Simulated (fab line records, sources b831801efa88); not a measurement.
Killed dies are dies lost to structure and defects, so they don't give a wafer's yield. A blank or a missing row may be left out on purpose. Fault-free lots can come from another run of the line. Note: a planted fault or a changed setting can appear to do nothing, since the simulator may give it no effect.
Which of the tools did it?	flow gf180mcu	14 lots, 42 wafers sampled, at 2 steps of a route of 602

== WHAT THE GAUGES SHOWED, per wafer ==
GF_V5_OVL_MEAS_15.
lot	measured	on	V5_OVL (nm)
L120	day 27 05:25	overlay-01	-1 0 4
L122	day 28 01:10	overlay-01	4 6 6
L126	day 29 03:55	overlay-01	-6 -4 -1
L129	day 29 23:37	overlay-01	2 1 0
L131	day 30 11:52	overlay-01	2 5 -3
L132	day 31 00:34	overlay-02	-12 -7 -5
L133	day 31 05:13	overlay-01	-2 0 -2
L134	day 31 10:52	overlay-02	-2 -5 -10
L136	day 31 22:58	overlay-01	-1 -10 -5
L139	day 32 17:07	overlay-02	-9 0 -4
L140	day 32 23:53	overlay-01	0 -1 -2
L141	day 33 05:10	overlay-02	-4 -1 -7
L142	day 33 07:01	overlay-01	0 -5 -3
L143	day 33 13:16	overlay-01	1 4 3

== WHAT TOOL EACH LOT RAN ON (gives the tool, then ch and the chambers of the sampled wafers, and finally the start) ==
lot	GF_SAB_CVD_00
L120	pecvd-02 ch 0,2, day 14 07:14
L122	pecvd-04 ch 0,1, day 15 02:32
L126	pecvd-01 ch 0,1,2, day 16 07:35
L129	pecvd-01 ch 0,1, day 17 08:52
L131	pecvd-01 ch 0,1,2, day 18 02:05
L132	pecvd-04 ch 0,1,2, day 18 16:43
L133	pecvd-04 ch 0,1,2, day 18 21:51
L134	pecvd-02 ch 0,1, day 19 05:23
L136	pecvd-02 ch 1,2, day 19 21:23
L139	pecvd-02 ch 1,2, day 21 02:02
L140	pecvd-04 ch 0,1, day 21 09:31
L141	pecvd-01 ch 0,1,2, day 21 19:02
L142	pecvd-04 ch 0,1,2, day 21 21:11
L143	pecvd-02 ch 1,2, day 22 07:56
- GF_SAB_CVD_00: deposits SiO2 from TEOS, target thk 50 nm, time 4.9302 s.

== WHAT THE TOOLS THEMSELVES READ (means of the sampled wafers that have a number; where no wafer has one, the mark that the record gives instead) ==
GF_SAB_CVD_00.
lot	tool	heater_power_w (W)
L120	pecvd-02	749
L122	pecvd-04	630
L126	pecvd-01	644
L129	pecvd-01	689
L131	pecvd-01	639
L132	pecvd-04	657
L133	pecvd-04	675
L134	pecvd-02	677
L136	pecvd-02	654
L139	pecvd-02	675
L140	pecvd-04	591
L141	pecvd-01	684
L142	pecvd-04	667
L143	pecvd-02	686

== THE ANSWER, worked out from the rows above alone ==
Rule: the usual values come from the lots themselves. The widest of any qualifying gaps counts: lots, ordered by their means at a reading, are off when they make up no more than a third of the lots, leave a main group of 4 or more, and stand apart from it by 3 or more times the standard deviation of that group's means. If all means in a main group match to the digits the tables above print for the reading, that group is not used. Also off: a lot with no number at a reading for which 4 or more lots have one. Where the step has rows for the other lots, those lots are counted as sound. After the gauges, taken in route order, come the tools' own readings; for these a lot's mean is taken, as printed above. The first step at which some lot is off is used, and at that step the reading that is off furthest; a lot without a number counts as furthest.
Nothing can be told from this: no lot is off at any reading shown.

== WHAT WAS PUT IN BY THE SIMULATOR ==
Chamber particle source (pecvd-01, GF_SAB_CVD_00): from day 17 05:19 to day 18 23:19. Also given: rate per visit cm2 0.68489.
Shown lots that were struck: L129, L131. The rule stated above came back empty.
